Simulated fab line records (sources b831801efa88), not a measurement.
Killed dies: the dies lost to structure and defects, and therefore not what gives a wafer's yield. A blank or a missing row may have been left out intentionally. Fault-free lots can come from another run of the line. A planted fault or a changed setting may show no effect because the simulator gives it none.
Struck lot and sound lot, side by side	flow sky130	17 out of 708 route steps
Sound: these wafers, L230.1, L230.4, L230.6. Wafers struck: L224.3, L224.5, L224.6. The cause is given at the end.
At each step with rows: each side's tool, then ch and its chambers, then its first start. Under that, the readings that differ: sound wafers	struck wafers	difference of the means	sigmas: that difference in standard deviations of wafers without a fault.
alike: same words and numbers on both sides, and readings whose means sit less than 2 such deviations apart. not compared: any withheld reading, any reading some wafer has no value for, any bound like >300 that may hide the same value, and any number with overlapping values for which the record gives no deviation.
Wherever a step has rows on one side only, a row that says differs or no value, or a row with sigmas, the two part there. When numbers do not overlap yet have no deviation, they are printed without sigmas and do not part them. Lack of a reading on every wafer of one side parts them only where that side has two or more wafers.

first, 1 step without rows for these wafers: SKY_VT_ADJUST_NCORE_IMPLANT_09.
SKY_VT_ADJUST_NCORE_STRIP_10: strips in O2/N2.
  sound on plasma_asher-02 ch 0,1, day 12 09:55; struck on plasma_asher-02 ch 0,1, day 10 15:16
  alike: drypump_motor_current_A, oes_product_au, strip_time_to_endpoint_s
  not compared: rf_hours_counter_h
SKY_VT_ADJUST_NCORE_TW_MEAS_11:
  sound on film_metro-03, day 12 10:01; struck on film_metro-03, day 10 15:20
  alike: VT_ADJUST_NCORE_TW
then, 7 steps without rows for these wafers: SKY_VT_ADJUST_HVTR_DEHYDRATE_00 (time 60 s); SKY_VT_ADJUST_HVTR_HMDS_01 (prime time 60 s); SKY_VT_ADJUST_HVTR_COAT_02 (resist thk 1140 nm); SKY_VT_ADJUST_HVTR_SOFTBAKE_03 (time 60 s); SKY_VT_ADJUST_HVTR_EXPOSE_04 (exposes mask HVTRM, target cd 380 nm); SKY_VT_ADJUST_HVTR_PEB_05; SKY_VT_ADJUST_HVTR_DEVELOP_06 (develop time 60 s).
SKY_VT_ADJUST_HVTR_CD_MEAS_07 targets a cd of 380 nm.
  sound on cd_sem-01, day 13 10:52; struck on cd_sem-02, day 11 14:40
  alike: cd_nm
SKY_VT_ADJUST_HVTR_OVL_MEAS_08:
  sound on overlay-02, day 13 10:59; struck on overlay-01, day 11 14:45
reading	sound	struck	difference	sigmas
VT_ADJUST_HVTR_OVL (nm)	-3.6 -3.1 -3.7	1.0 -0.2 0.8	+4.0	+2
SKY_VT_ADJUST_HVTR_IMPLANT_09:
  sound on implanter-04 ch 0, day 13 11:01; struck on implanter-03 ch 0, day 11 14:49
reading	sound	struck	difference	sigmas
dose_ions_cm2	2.0999e+12 2.0978e+12 2.0978e+12	2.7876e+12 2.7812e+12 2.7833e+12	+6.8553e+11	+99 or more
faraday_current_uA	12.20 11.66 12.14	15.48 15.81 15.70	+3.66	+16
  alike: end_station_pressure_torr
SKY_VT_ADJUST_HVTR_STRIP_10: strips in O2/N2.
  sound on plasma_asher-01 ch 0,1, day 13 11:10; struck on plasma_asher-02 ch 0,1, day 11 14:58
  alike: drypump_motor_current_A, oes_product_au, strip_time_to_endpoint_s
  not compared: rf_hours_counter_h
SKY_VT_ADJUST_HVTR_TW_MEAS_11:
  sound on film_metro-02, day 13 11:16; struck on film_metro-02, day 11 15:02
reading	sound	struck	difference	sigmas
VT_ADJUST_HVTR_TW	208.6 208.9 208.7	225.7 224.9 225.3	+16.6	+9
then, 1 step without rows for these wafers: SKY_VT_ADJUST_PCH_DEHYDRATE_00 (time 60 s).
-- the record jumps here: 36 days lie between the struck wafers' starts before and after (it left off in module VT_ADJUST_PCH and takes up again in module PAD_OPEN, whose first step shown is number 708 of the route) --
SKY_PAD_OPEN_PROBE_99:
  sound on prober-01, day 48 21:49; struck on prober-01, day 47 13:22
reading	sound	struck	difference	sigmas
model.etest.pfet_01v8_mvt.drive_ua_um	146.7 148 150	163.5 163.4 164	+15.4	
model.etest.pfet_01v8_mvt.off_log10_a_um	-11.32 -11.42 -11.22	-9.586 -9.608 -9.483	+1.761	
model.etest.pfet_01v8_mvt.vt_sat_v (V)	-0.615 -0.617 -0.6034	-0.4702 -0.4697 -0.4683	+0.1424	
model.etest.pfet_01v8_mvt.vt_v (V)	-0.6972 -0.6959 -0.689	-0.5735 -0.5676 -0.5663	+0.1249	
model.etest.pfet_01v8_mvt.vt_long_v (V)	-0.8994 -0.8972 -0.8999	-0.7974 -0.7919 -0.7854	+0.1073	
model.etest.pfet_01v8_mvt.body_rise_v (V)	-0.1839 -0.1807 -0.1851	-0.1888 -0.1912 -0.1904	-0.0069	
  alike: killed_at_M0_to_M3, killed_at_M4_up, killed_at_contacts, killed_at_front_end, killed_at_other, killed_dies, killed_open, killed_short

## WHERE THEY PART
First at SKY_VT_ADJUST_HVTR_OVL_MEAS_08; last, within this record, at SKY_VT_ADJUST_HVTR_TW_MEAS_11. Later steps at which nothing parts them and some readings are alike: SKY_PAD_OPEN_PROBE_99.

WHY: what the simulator had put in
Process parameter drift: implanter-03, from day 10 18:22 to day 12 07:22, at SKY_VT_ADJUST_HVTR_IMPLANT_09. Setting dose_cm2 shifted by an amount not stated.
